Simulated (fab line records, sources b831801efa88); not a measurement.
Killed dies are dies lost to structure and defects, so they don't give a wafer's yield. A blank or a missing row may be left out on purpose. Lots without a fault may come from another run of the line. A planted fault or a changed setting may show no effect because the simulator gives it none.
Which tool did it? | flow gf180mcu | 11 lots, 33 wafers sampled, at 4 steps of a route of 602

WHAT THE GAUGES READ, wafer by wafer
GF_M4_RS_MEAS_05: measures by four-point-probe.
lot  | measured     | on            | M4_ALCU_RS (ohm/sq)
L413 | day 22 20:46 | film_metro-02 | 0.0694 0.0692 0.0693
L414 | day 23 05:37 | film_metro-01 | 0.0703 0.0698 0.0705
L415 | day 23 12:25 | film_metro-04 | 0.0688 0.0699 0.0693
L416 | day 23 21:32 | film_metro-04 | 0.0691 0.0692 0.0696
L419 | day 25 01:04 | film_metro-02 | 0.0699 0.0696 0.0696
L421 | day 25 21:04 | film_metro-01 | 0.0692 0.0692 0.0692
L422 | day 26 01:43 | film_metro-04 | 0.0699 0.0699 0.0706
L425 | day 26 23:46 | film_metro-01 | 0.0614 0.0610 0.0615 0.0613 0.0611 0.0615
L427 | day 27 15:28 | film_metro-01 | 0.0602 0.0599 0.0603 0.0601 0.0598 0.0603
L433 | day 29 07:07 | film_metro-04 | 0.0691 0.0689 0.0688
L435 | day 29 20:31 | film_metro-04 | 0.0699 0.0699 0.0700

WHICH TOOL RAN EACH LOT (tool, then ch and the chambers of the sampled wafers, then the start)
lot  | GF_V3_STRIP_18                       | GF_V3_CMP_26                  | GF_M4_SPUTTER_02
L413 | plasma_asher-04 ch 0,1, day 22 18:59 | cmp-01 ch 1,2,3, day 22 20:17 | pvd_sputter-02, day 22 20:40
L414 | plasma_asher-02 ch 0,1, day 23 04:10 | cmp-02 ch 0,1,2, day 23 05:12 | pvd_sputter-01, day 23 05:32
L415 | plasma_asher-01 ch 0,1, day 23 10:56 | cmp-01 ch 0,3, day 23 11:56   | pvd_sputter-03, day 23 12:19
L416 | plasma_asher-02 ch 0,1, day 23 19:49 | cmp-02 ch 0,3, day 23 21:04   | pvd_sputter-03, day 23 21:26
L419 | plasma_asher-04 ch 0,1, day 24 23:37 | cmp-01 ch 0,3, day 25 00:30   | pvd_sputter-03, day 25 00:56
L421 | plasma_asher-04 ch 0,1, day 25 19:36 | cmp-02 ch 0,1,2, day 25 20:38 | pvd_sputter-02, day 25 20:58
L422 | plasma_asher-04 ch 0,1, day 26 00:13 | cmp-02 ch 0,1,2, day 26 01:13 | pvd_sputter-02, day 26 01:36
L425 | plasma_asher-01 ch 0, day 26 22:19   | cmp-01 ch 0,2,3, day 26 23:14 | pvd_sputter-02, day 26 23:40
L427 | plasma_asher-04 ch 0, day 27 14:01   | cmp-01 ch 2,3, day 27 14:57   | pvd_sputter-02, day 27 15:23
L433 | plasma_asher-04 ch 0,1, day 29 05:40 | cmp-02 ch 1,2,3, day 29 06:35 | pvd_sputter-01, day 29 07:01
L435 | plasma_asher-01 ch 0,1, day 29 19:04 | cmp-01 ch 0,1,3, day 29 20:00 | pvd_sputter-01, day 29 20:26
- GF_V3_STRIP_18: strips in O2/N2.
- GF_V3_CMP_26: polishes, stops on SiO2, t overpolish 15 s, target thk 0 nm.
- GF_M4_SPUTTER_02: material AlCu, target thk 450 nm, time 23.9 s.

THE ANSWER, worked out from the rows above alone
Rule: what is usual is taken from the lots themselves. Put in order of their means at a reading, lots are off if they are a third of the lots or fewer, leave a main group of 4 or more, and stand apart from it by a gap of 3 or more times the standard deviation of the main group's means; of several such gaps the widest counts. A main group whose means are all the same, to the digits that the tables above print for the reading, isn't used. A lot without any number at a reading at which 4 lots or more have one is off too. The other lots that the step has rows for count as sound.
Off: L425, L427, at GF_M4_RS_MEAS_05 (M4_ALCU_RS). The main group: mean 0.0696 ohm/sq, standard deviation 0.00042.
A tool fits if, at a process step before that reading, it ran every lot that is off, and no sound lot after the first of them. The gauges at GF_M4_RS_MEAS_05 are tried like those tools. Can't be told from this: 2 tools fit, pvd_sputter-02 at GF_M4_SPUTTER_02, film_metro-01 at GF_M4_RS_MEAS_05.

WHAT THE SIMULATOR HAD PUT IN
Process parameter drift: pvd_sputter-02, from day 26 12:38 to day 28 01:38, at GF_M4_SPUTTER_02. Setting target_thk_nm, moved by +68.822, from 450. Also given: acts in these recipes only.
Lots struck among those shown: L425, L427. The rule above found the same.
